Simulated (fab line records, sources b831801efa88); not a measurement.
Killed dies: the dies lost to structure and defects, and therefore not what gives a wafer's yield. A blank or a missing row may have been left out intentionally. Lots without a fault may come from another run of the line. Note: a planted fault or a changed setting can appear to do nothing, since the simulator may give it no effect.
Chamber matching + flow sky130 + cmp-01 running SKY_VIA2_CMP_02: 4 sister chambers
The step polishes SiO2. 24 wafers are shown with their chamber, then 12 later ones without.

== WAFERS PAIRED WITH THEIR CHAMBERS ==
| wafer  | chamber | motor-current-A (A) | platen-rpm (rpm) |
|--------|---------|---------------------|------------------|
| L074.2 | 2       | 9.0                 | 60.04            |
| L074.4 | 3       | 11.5                | 59.99            |
| L074.5 | 2       | 9.2                 | 60.02            |
| L075.1 | 2       | 9.2                 | 60.00            |
| L075.4 | 0       | 9.8                 | 59.98            |
| L075.5 | 2       | 9.1                 | 59.99            |
| L079.1 | 0       | 10.7                | 60.07            |
| L079.4 | 3       | 11.6                | 59.97            |
| L079.5 | 0       | 10.7                | 60.00            |
| L080.2 | 2       | 9.0                 | 59.99            |
| L080.3 | 3       | 11.4                | 60.08            |
| L080.4 | 1       | 11.9                | 60.03            |
| L081.1 | 0       | 10.6                | 59.94            |
| L081.2 | 1       | 11.0                | 59.98            |
| L081.4 | 3       | 11.6                | 59.97            |
| L084.1 | 2       | 9.0                 | 59.99            |
| L084.2 | 3       | 11.3                | 60.11            |
| L084.6 | 2       | 8.9                 | 60.03            |
| L086.2 | 0       | 10.5                | 59.95            |
| L086.4 | 1       | 11.5                | 59.99            |
| L086.5 | 2       | 8.8                 | 60.04            |
| L088.1 | 0       | 9.7                 | 60.02            |
| L088.4 | 1       | 11.6                | 60.00            |
| L088.5 | 3       | 11.5                | 59.87            |

SIGNATURES (means of the wafers above)
| reading         | chamber 0 | chamber 1 | chamber 2 | chamber 3 | scatter within a chamber |
|-----------------|-----------|-----------|-----------|-----------|--------------------------|
| motor-current-A | 10.333    | 11.500    | 9.025     | 11.483    | 0.29                     |
| platen-rpm      | 59.9933   | 60.0000   | 60.0125   | 59.9983   | 0.0518                   |
Rule: distance of a wafer from a chamber = root of the sum over the readings of ((wafer's reading minus chamber's mean) / reading's scatter) squared. The wafer belongs to the nearest chamber; if the next one is less than 2 further off, it can't be placed. The scatter is the square root of a quotient: the sum, over the shown wafers, of each reading's squared deviation from its chamber's mean, divided by wafers minus chambers.

== WAFERS WHOSE CHAMBER IS MISSING ==
| wafer  | motor-current-A (A) | platen-rpm (rpm) |
|--------|---------------------|------------------|
| L091.1 | 11.7                | 59.98            |
| L091.5 | 10.3                | 60.05            |
| L091.6 | 12.0                | 59.98            |
| L092.3 | 8.9                 | 60.07            |
| L092.5 | 11.3                | 60.09            |
| L092.6 | 8.8                 | 59.97            |
| L096.3 | 10.1                | 60.00            |
| L096.5 | 11.4                | 60.00            |
| L096.6 | 10.4                | 60.04            |
| L097.1 | 10.1                | 59.98            |
| L097.3 | 11.5                | 60.00            |
| L097.5 | 10.8                | 59.99            |

== EACH ONE'S CHAMBER ==
| wafer  | from the rows above          | in truth |
|--------|------------------------------|----------|
| L091.1 | can't be placed: 1 or 3      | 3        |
| L091.5 | 0                            | 0        |
| L091.6 | can't be placed: 1 or 3      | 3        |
| L092.3 | 2                            | 2        |
| L092.5 | can't be placed: 1 or 3 or 0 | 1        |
| L092.6 | 2                            | 2        |
| L096.3 | 0                            | 0        |
| L096.5 | can't be placed: 3 or 1      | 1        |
| L096.6 | 0                            | 0        |
| L097.1 | 0                            | 0        |
| L097.3 | can't be placed: 1 or 3      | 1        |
| L097.5 | can't be placed: 0 or 3 or 1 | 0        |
6 of 12 placed correctly. From these rows, 6 cannot be placed; in 6 the true chamber is one of the candidates. Placed wrongly: 0.
